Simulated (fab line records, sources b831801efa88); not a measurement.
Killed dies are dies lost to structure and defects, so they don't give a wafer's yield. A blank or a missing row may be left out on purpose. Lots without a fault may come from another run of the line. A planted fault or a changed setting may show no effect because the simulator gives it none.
Which tool did it? | flow sky130 | 14 lots, 42 wafers sampled, at 4 steps of a route of 708

WHAT THE GAUGES READ, wafer by wafer
SKY_VT_ADJUST_HVTR_OVL_MEAS_08.
lot  | measured     | on         | VT_ADJUST_HVTR_OVL (nm)
L539 | day 9 21:01  | overlay-02 | 4.7 5.4 1.6
L540 | day 10 02:43 | overlay-01 | 3.1 3.3 1.2
L541 | day 10 03:17 | overlay-02 | 3.3 1.9 2.6
L542 | day 10 10:08 | overlay-02 | 1.3 2.7 0.4
L543 | day 10 21:19 | overlay-01 | 1.3 1.2 2.3
L544 | day 11 08:41 | overlay-01 | 2.4 2.2 -2.2
L553 | day 14 00:35 | overlay-02 | 1.8 3.2 4.0
L554 | day 14 11:23 | overlay-01 | 1.9 0.7 -1.1
L555 | day 14 14:48 | overlay-02 | 2.0 1.2 1.8
L556 | day 15 01:16 | overlay-01 | 3.5 2.3 2.0
L557 | day 15 07:55 | overlay-02 | 3.0 3.5 2.1
L558 | day 15 14:11 | overlay-02 | -0.1 0.4 1.9
L559 | day 15 16:49 | overlay-02 | -0.5 -0.1 0.3
L561 | day 16 10:50 | overlay-01 | 4.3 3.3 4.0

SKY_SONOS_ONO_THK_MEAS_03.
lot  | measured     | on            | SONOS_ONO_CVD_02_THK (nm)
L539 | day 12 01:50 | film_metro-03 | 10.54 10.48 10.55
L540 | day 12 07:19 | film_metro-04 | 10.57 10.57 10.52
L541 | day 12 07:20 | film_metro-01 | 10.78 10.71 10.84
L542 | day 12 15:26 | film_metro-01 | 10.69 10.61 10.77
L543 | day 12 23:51 | film_metro-04 | 10.71 10.65 10.68
L544 | day 13 13:42 | film_metro-03 | 10.50 10.65 10.63
L553 | day 16 09:32 | film_metro-04 | 10.44 10.52 10.53
L554 | day 16 22:47 | film_metro-03 | 10.34 10.34 10.38
L555 | day 17 01:37 | film_metro-04 | 10.50 10.46 10.48
L556 | day 17 12:25 | film_metro-04 | 10.45 10.41 10.32
L557 | day 17 22:40 | film_metro-04 | 10.62 10.70 10.69
L558 | day 18 03:55 | film_metro-03 | 10.46 10.36 10.57
L559 | day 18 05:11 | film_metro-04 | 10.52 10.47 10.56
L561 | day 19 03:01 | film_metro-03 | 10.47 10.66 10.52

SKY_GATE_OXIDE_THK_MEAS_02.
lot  | measured     | on            | GATE_OXIDE_OXIDATION_00_THK (nm)
L539 | day 13 06:40 | film_metro-04 | 10.32 10.47 10.38
L540 | day 13 11:14 | film_metro-04 | 9.84 9.88 9.88
L541 | day 13 12:20 | film_metro-01 | 10.25 10.30 10.22
L542 | day 13 18:53 | film_metro-01 | 9.86 9.96 10.02
L543 | day 14 06:56 | film_metro-01 | 9.62 9.58 9.49
L544 | day 14 20:25 | film_metro-01 | 9.69 9.87 9.89
L553 | day 17 18:49 | film_metro-01 | 10.38 10.30 10.43
L554 | day 18 05:40 | film_metro-02 | 10.38 10.25 10.20
L555 | day 18 11:23 | film_metro-04 | 10.49 10.45 10.37
L556 | day 18 20:43 | film_metro-02 | 10.36 10.32 10.41
L557 | day 19 07:21 | film_metro-02 | 9.98 9.96 9.89
L558 | day 19 13:16 | film_metro-02 | 10.14 10.19 10.48
L559 | day 19 15:27 | film_metro-04 | 10.42 10.26 10.40
L561 | day 20 13:25 | film_metro-04 | 10.14 10.11 10.14

WHICH TOOL RAN EACH LOT (tool, then ch and the chambers of the sampled wafers, then the start)
lot  | SKY_SONOS_ONO_SOFTBAKE_09
L539 | litho_track-02 ch 0, day 12 15:38
L540 | litho_track-03 ch 0, day 12 20:39
L541 | litho_track-02 ch 0, day 12 21:16
L542 | litho_track-03 ch 0, day 13 04:15
L543 | litho_track-03 ch 0, day 13 14:09
L544 | litho_track-03 ch 0, day 14 04:41
L553 | litho_track-01 ch 0, day 17 01:25
L554 | litho_track-03 ch 0, day 17 13:42
L555 | litho_track-01 ch 0, day 17 16:50
L556 | litho_track-02 ch 0, day 18 03:34
L557 | litho_track-02 ch 0, day 18 13:35
L558 | litho_track-03 ch 0, day 18 19:49
L559 | litho_track-03 ch 0, day 18 21:22
L561 | litho_track-03 ch 0, day 19 19:36
- SKY_SONOS_ONO_SOFTBAKE_09: time 60 s.

WHAT THE TOOLS THEMSELVES READ (means of the sampled wafers that have a number; where no wafer has one, the mark that the record gives instead)
SKY_SONOS_ONO_SOFTBAKE_09.
lot  | tool           | heater_power_total_W (W) | plate_temp_C (C)
L539 | litho_track-02 | 56.66                    | 89.97
L540 | litho_track-03 | 56.60                    | 90.15
L541 | litho_track-02 | 56.60                    | 90.04
L542 | litho_track-03 | 56.62                    | 89.87
L543 | litho_track-03 | 58.49                    | 92.29
L544 | litho_track-03 | 58.51                    | 92.21
L553 | litho_track-01 | 56.63                    | 90.10
L554 | litho_track-03 | 56.62                    | 89.93
L555 | litho_track-01 | 56.61                    | 89.95
L556 | litho_track-02 | 56.61                    | 89.93
L557 | litho_track-02 | 56.62                    | 90.03
L558 | litho_track-03 | 56.57                    | 89.92
L559 | litho_track-03 | 56.61                    | 89.94
L561 | litho_track-03 | 56.61                    | 90.02

THE ANSWER, worked out from the rows above alone
Rule: what is usual is taken from the lots themselves. Put in order of their means at a reading, lots are off if they are a third of the lots or fewer, leave a main group of 4 or more, and stand apart from it by a gap of 3 or more times the standard deviation of the main group's means; of several such gaps the widest counts. A main group whose means are all the same, to the digits that the tables above print for the reading, isn't used. A lot without any number at a reading at which 4 lots or more have one is off too. The other lots that the step has rows for count as sound. The gauges are gone through in route order, then the tools' own readings, and for those a lot's mean is taken as printed above. The first step at which some lot is off is used, and at that step the reading that is off furthest; a lot without a number counts as furthest.
Off: L543, L544, at SKY_SONOS_ONO_SOFTBAKE_09 (heater_power_total_W). The main group: mean 56.61 W, standard deviation 0.02.
A tool fits if, at that step or a process step before it, it ran every lot that is off, and no sound lot after the first of them. None of those tried fits.

WHAT THE SIMULATOR HAD PUT IN
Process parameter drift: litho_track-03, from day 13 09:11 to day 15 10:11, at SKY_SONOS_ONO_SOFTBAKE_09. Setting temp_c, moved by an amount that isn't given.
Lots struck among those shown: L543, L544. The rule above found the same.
